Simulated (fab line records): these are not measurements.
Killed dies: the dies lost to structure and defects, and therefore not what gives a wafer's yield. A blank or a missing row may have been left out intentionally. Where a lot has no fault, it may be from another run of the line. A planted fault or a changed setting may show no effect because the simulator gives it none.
Chamber matching :: flow sky130 :: hdpcvd-01 running SKY_LI_CONTACT_HDPCVD_00: 3 sister chambers
The step deposits PSG, target thk 930 nm, time 155 s. 3 wafers are shown with their chamber, then 8 later ones without.

== EACH WAFER AND ITS CHAMBER ==
wafer: L990.6
chamber: 0
susceptorTempC (C): 599.83

wafer: L992.2
chamber: 2
susceptorTempC (C): 599.83

wafer: L993.2
chamber: 1
susceptorTempC (C): 600.64

== WAFERS WHOSE CHAMBER IS MISSING ==
wafer: L993.4
susceptorTempC (C): 600.03

wafer: L993.6
susceptorTempC (C): 600.37

wafer: L994.1
susceptorTempC (C): 600.15

wafer: L994.2
susceptorTempC (C): 599.85

wafer: L994.4
susceptorTempC (C): 599.93

wafer: L995.1
susceptorTempC (C): 600.13

wafer: L995.2
susceptorTempC (C): 599.89

wafer: L995.4
susceptorTempC (C): 600.06

== THE CHAMBER EACH PASSED THROUGH ==
wafer: L993.4
from the rows above: can't be placed: 0 or 2 or 1
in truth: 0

wafer: L993.6
from the rows above: can't be placed: 1 or 0 or 2
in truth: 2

wafer: L994.1
from the rows above: can't be placed: 0 or 2 or 1
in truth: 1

wafer: L994.2
from the rows above: can't be placed: 0 or 2
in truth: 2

wafer: L994.4
from the rows above: can't be placed: 0 or 2
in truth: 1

wafer: L995.1
from the rows above: can't be placed: 0 or 2 or 1
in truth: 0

wafer: L995.2
from the rows above: can't be placed: 0 or 2
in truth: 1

wafer: L995.4
from the rows above: can't be placed: 0 or 2 or 1
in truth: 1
Correctly placed: 0 of 8. Cannot be placed on the basis of these rows: 8; the candidates contain the true chamber in 6. Number placed wrongly: 0.
How it was worked out, from the rows above alone: a wafer's distance from a chamber is the root of the sum, over the readings, of the square of ((its reading less the chamber's mean) divided by the reading's scatter). The wafer belongs to the nearest chamber; if the next one is less than 2 further off, it can't be placed. Each chamber's mean is taken over the wafers shown for it. The scatter (one wafer shown for each chamber): square how far every hidden wafer sits from the nearest shown wafer, average those squares and take the square root.
